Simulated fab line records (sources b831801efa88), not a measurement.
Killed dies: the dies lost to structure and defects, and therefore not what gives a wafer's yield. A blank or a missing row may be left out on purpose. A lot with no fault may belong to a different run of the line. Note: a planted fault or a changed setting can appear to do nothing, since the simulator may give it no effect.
One fault seen from 2 desks -- flow gf180mcu -- numbers are kept per desk, each desk with only its own; the story behind them comes last

== FOR THE TOOL OWNER'S DESK: cmp-02 ==
The tool's own readings at GF_V3_CMP_26 (polishes, stops on SiO2, t overpolish 15 s, target thk 0 nm): means of the sampled wafers that have a number, for each lot that ran on this tool. Marked OUT: a lot whose mean sits more than 4 standard deviations from the usual mean, which makes it out of limits; the brackets give that distance.
Columns: A = motorCurrentA at GF_V3_CMP_26, usual 11.0 A; B = overpolishRunS at GF_V3_CMP_26, usual 15.000 s; C = timeToEndpointS at GF_V3_CMP_26, usual 83 s
lot,first seen here,A,B,C
L255,day 22 08:46,11.2,14.998,79
L260,day 24 08:28,11.1,14.997,82
L261,day 24 15:16,11.0,10.021 (-99 or more) OUT,98 (+4.9) OUT
L264,day 25 16:41,10.9,10.014 (-99 or more) OUT,100 (+5.6) OUT
L273,day 28 13:16,11.3,15.005,83
L275,day 29 01:59,11.1,14.996,85
L276,day 29 02:20,11.4,14.997,83
L277,day 29 08:22,10.5,14.995,86
This desk's finding: out of limits on L261, L264; first on L261, day 24 15:16 (overpolishRunS at GF_V3_CMP_26). In limits: L255, L260, L273, L275, L276, L277.

== METROLOGY DESK ==
Means of the sampled wafers that have a number, per lot and without regard to the tool the lot ran on: this is what the gauges read. Marked OUT: a lot whose mean sits more than 4 standard deviations from the usual mean, which makes it out of limits; the brackets give that distance.
Columns: A = M3_OVL at GF_M3_OVL_MEAS_15, usual -2 nm; B = M4_ALCU_THK at GF_M4_THK_MEAS_06, usual 456 nm
lot,first seen here,A,B
L255,day 21 06:53,-5,455
L257,day 22 01:17,-8,451
L260,day 23 07:38,2,451
L261,day 23 14:08,1,458
L262,day 24 02:50,0,459
L264,day 24 16:26,0,456
L265,day 25 04:08,-8,454
L272,day 27 06:08,-3,463
L273,day 27 15:08,-4,465
L275,day 28 04:14,-4,455
L276,day 28 04:26,0,449
L277,day 28 10:35,-5,451
L278,day 28 20:23,3,462
Result from this desk: across the 13 lots, nothing is out of limits.

== PUT TOGETHER ==
At day 24 15:16, on L261, L264, the tool owner's desk was in a position to raise an alarm.
From the metrology desk's view, nothing was out of limits.
The metrology desk has L261, L264 on record, within its limits.
GF_V3_CMP_26 was run on cmp-02 by each of the lots named.

== WHAT HAD BEEN PUT IN BY THE SIMULATOR ==
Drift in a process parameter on cmp-02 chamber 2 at GF_V3_CMP_26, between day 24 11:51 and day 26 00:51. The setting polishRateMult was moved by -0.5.
Lots struck among those shown: L261, L264.
Each desk's first reading out of limits, in hours after the fault started: the tool owner's desk, 3.
